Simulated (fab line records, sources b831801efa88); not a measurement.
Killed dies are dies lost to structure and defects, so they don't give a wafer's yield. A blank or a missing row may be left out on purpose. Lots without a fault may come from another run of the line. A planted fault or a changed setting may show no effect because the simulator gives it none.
Which tool did it? | flow gf180mcu | 13 lots, 39 wafers sampled, at 6 steps of a route of 602

WHAT THE GAUGES READ, wafer by wafer
GF_NWELL_OVL_MEAS_07.
lot  | measured    | on         | NWELL_OVL (nm)
L323 | day 3 18:03 | overlay-02 | 0.2 2.4 0.3
L324 | day 3 23:43 | overlay-01 | -1.4 -2.3 -1.5
L327 | day 4 17:59 | overlay-01 | -0.5 0.5 0.3
L329 | day 5 02:28 | overlay-02 | 1.0 1.3 1.8
L330 | day 5 07:35 | overlay-02 | 0.8 1.1 0.3
L331 | day 5 15:38 | overlay-01 | 1.1 2.5 0.7
L332 | day 5 19:55 | overlay-01 | 2.5 3.4 4.9
L334 | day 6 07:14 | overlay-02 | 0.7 0.9 -0.6
L335 | day 6 11:47 | overlay-02 | -1.1 -1.9 -2.3
L336 | day 6 18:05 | overlay-01 | -0.8 0.3 0.1
L338 | day 7 05:28 | overlay-01 | -1.4 -0.7 -0.2
L339 | day 7 10:34 | overlay-01 | 1.2 -1.0 -0.7
L343 | day 8 08:40 | overlay-01 | 2.0 -0.9 0.7

GF_MVSD_TW_MEAS_11.
lot  | measured    | on            | MVSD_TW
L323 | day 4 21:50 | film_metro-04 | 1582 1580 1571
L324 | day 5 04:15 | film_metro-01 | 1927 1919 1922
L327 | day 6 00:23 | film_metro-04 | 1933 1949 1941
L329 | day 6 08:41 | film_metro-02 | 1570 1571 1569
L330 | day 6 14:43 | film_metro-01 | 1561 1553 1558
L331 | day 6 22:52 | film_metro-04 | 1572 1576 1577
L332 | day 7 03:46 | film_metro-02 | 1569 1576 1577
L334 | day 7 15:53 | film_metro-02 | 1569 1571 1565
L335 | day 7 19:41 | film_metro-01 | 1556 1559 1567
L336 | day 8 02:50 | film_metro-02 | 1584 1573 1587
L338 | day 8 15:01 | film_metro-02 | 1571 1578 1574
L339 | day 8 19:57 | film_metro-01 | 1555 1555 1548
L343 | day 9 20:16 | film_metro-01 | 1557 1545 1549

GF_VT_IMPLANT_OVL_MEAS_29.
lot  | measured     | on         | VT_IMPLANT_02_OVL (nm)
L323 | day 7 10:33  | overlay-02 | -0.5 2.0 -0.8
L324 | day 7 17:11  | overlay-01 | -2.0 -1.4 -0.5
L327 | day 8 15:35  | overlay-02 | 3.2 1.3 1.7
L329 | day 9 01:01  | overlay-02 | 0.0 -0.2 -1.1
L330 | day 9 06:47  | overlay-02 | -1.9 -1.0 0.9
L331 | day 9 16:48  | overlay-02 | 0.2 2.5 0.1
L332 | day 9 23:22  | overlay-01 | -2.6 -1.2 -1.0
L334 | day 10 11:22 | overlay-02 | -1.9 -1.2 -3.8
L335 | day 10 17:03 | overlay-02 | 0.2 0.9 0.3
L336 | day 11 00:22 | overlay-02 | -1.0 -1.5 0.0
L338 | day 11 14:05 | overlay-01 | 0.6 0.7 -0.3
L339 | day 11 20:34 | overlay-01 | 0.8 -0.4 -0.3
L343 | day 12 23:14 | overlay-01 | 0.2 -0.1 -2.1

GF_VT_IMPLANT_RS_MEAS_46: measures by four-point-probe.
lot  | measured     | on            | MVSD_RS (ohm/sq)
L323 | day 8 03:12  | film_metro-04 | 455.9 456.1 455.8
L324 | day 8 10:40  | film_metro-02 | 336.2 335.1 335.6
L327 | day 9 08:32  | film_metro-04 | 335.0 335.7 335.4
L329 | day 9 19:11  | film_metro-02 | 457.7 457.9 457.3
L330 | day 10 00:54 | film_metro-01 | 457.7 457.4 456.8
L331 | day 10 11:05 | film_metro-04 | 459.1 458.2 457.7
L332 | day 10 17:39 | film_metro-01 | 457.0 456.9 456.4
L334 | day 11 06:41 | film_metro-01 | 457.3 457.5 457.4
L335 | day 11 12:38 | film_metro-02 | 458.5 457.4 457.2
L336 | day 11 19:44 | film_metro-02 | 456.8 457.5 457.7
L338 | day 12 10:15 | film_metro-01 | 456.2 456.0 454.9
L339 | day 12 16:10 | film_metro-01 | 458.3 457.3 456.6
L343 | day 13 19:32 | film_metro-01 | 457.1 456.6 457.5

WHICH TOOL RAN EACH LOT (tool, then ch and the chambers of the sampled wafers, then the start)
lot  | GF_DNWELL_STRIP_08                  | GF_MVSD_IMPLANT_08
L323 | plasma_asher-04 ch 0,1, day 3 05:37 | implanter-01 ch 0, day 4 21:27
L324 | plasma_asher-03 ch 0,1, day 3 10:33 | implanter-01 ch 0, day 5 03:33
L327 | plasma_asher-03 ch 0, day 4 04:01   | implanter-03 ch 0, day 5 23:40
L329 | plasma_asher-01 ch 0,1, day 4 12:02 | implanter-01 ch 0, day 6 08:19
L330 | plasma_asher-01 ch 0, day 4 17:29   | implanter-01 ch 0, day 6 14:19
L331 | plasma_asher-03 ch 0,1, day 5 00:51 | implanter-03 ch 0, day 6 22:28
L332 | plasma_asher-03 ch 0,1, day 5 05:16 | implanter-02 ch 0, day 7 03:22
L334 | plasma_asher-01 ch 1, day 5 15:49   | implanter-02 ch 0, day 7 15:30
L335 | plasma_asher-03 ch 0,1, day 5 21:01 | implanter-02 ch 0, day 7 19:18
L336 | plasma_asher-04 ch 0,1, day 6 02:50 | implanter-01 ch 0, day 8 02:29
L338 | plasma_asher-04 ch 1, day 6 13:42   | implanter-01 ch 0, day 8 14:37
L339 | plasma_asher-04 ch 0,1, day 6 18:35 | implanter-03 ch 0, day 8 19:35
L343 | plasma_asher-01 ch 0,1, day 7 15:56 | implanter-01 ch 0, day 9 19:52
- GF_DNWELL_STRIP_08: strips in O2/N2.
- GF_MVSD_IMPLANT_08

WHAT THE TOOLS THEMSELVES READ (means of the sampled wafers that have a number; where no wafer has one, the mark that the record gives instead)
GF_DNWELL_STRIP_08.
lot  | tool            | drypump_motor_current_A (A) | heater_power_w (W) | oes_product_au (a.u.) | strip_time_to_endpoint_s (s)
L323 | plasma_asher-04 | 5.6                         | 355                | 0.722                 | 36.88
L324 | plasma_asher-03 | 5.7                         | 320                | 0.720                 | 36.99
L327 | plasma_asher-03 | 5.2                         | 321                | 0.722                 | 37.01
L329 | plasma_asher-01 | 5.5                         | 321                | 0.723                 | 36.93
L330 | plasma_asher-01 | 5.7                         | 314                | 0.723                 | 36.87
L331 | plasma_asher-03 | 5.7                         | 317                | 0.722                 | 37.06
L332 | plasma_asher-03 | 5.5                         | 321                | 0.724                 | 36.97
L334 | plasma_asher-01 | 5.1                         | 340                | 0.722                 | 36.86
L335 | plasma_asher-03 | 5.7                         | 313                | 0.720                 | 36.88
L336 | plasma_asher-04 | 5.5                         | 347                | 0.723                 | 37.17
L338 | plasma_asher-04 | 5.3                         | 354                | 0.725                 | 36.97
L339 | plasma_asher-04 | 5.6                         | 336                | 0.719                 | 36.83
L343 | plasma_asher-01 | 5.5                         | 323                | 0.719                 | 36.93

GF_MVSD_IMPLANT_08.
lot  | tool         | beam_energy_keV
L323 | implanter-01 | 400.02
L324 | implanter-01 | 399.87
L327 | implanter-03 | 400.02
L329 | implanter-01 | 400.07
L330 | implanter-01 | 399.88
L331 | implanter-03 | 400.03
L332 | implanter-02 | 399.88
L334 | implanter-02 | 400.00
L335 | implanter-02 | 399.98
L336 | implanter-01 | 400.07
L338 | implanter-01 | 400.08
L339 | implanter-03 | 400.11
L343 | implanter-01 | 400.04

THE ANSWER, worked out from the rows above alone
Rule: what is usual is taken from the lots themselves. Put in order of their means at a reading, lots are off if they are a third of the lots or fewer, leave a main group of 4 or more, and stand apart from it by a gap of 3 or more times the standard deviation of the main group's means; of several such gaps the widest counts. A main group whose means are all the same, to the digits that the tables above print for the reading, isn't used. A lot without any number at a reading at which 4 lots or more have one is off too. The other lots that the step has rows for count as sound. The gauges are gone through in route order, then the tools' own readings, and for those a lot's mean is taken as printed above. The first step at which some lot is off is used, and at that step the reading that is off furthest; a lot without a number counts as furthest.
Off: L324, L327, at GF_MVSD_TW_MEAS_11 (MVSD_TW). The main group: mean 1567, standard deviation 10.
A tool fits if, at a process step before that reading, it ran every lot that is off, and no sound lot after the first of them. The gauges at GF_MVSD_TW_MEAS_11 are tried like those tools. None of those tried fits.

WHAT THE SIMULATOR HAD PUT IN
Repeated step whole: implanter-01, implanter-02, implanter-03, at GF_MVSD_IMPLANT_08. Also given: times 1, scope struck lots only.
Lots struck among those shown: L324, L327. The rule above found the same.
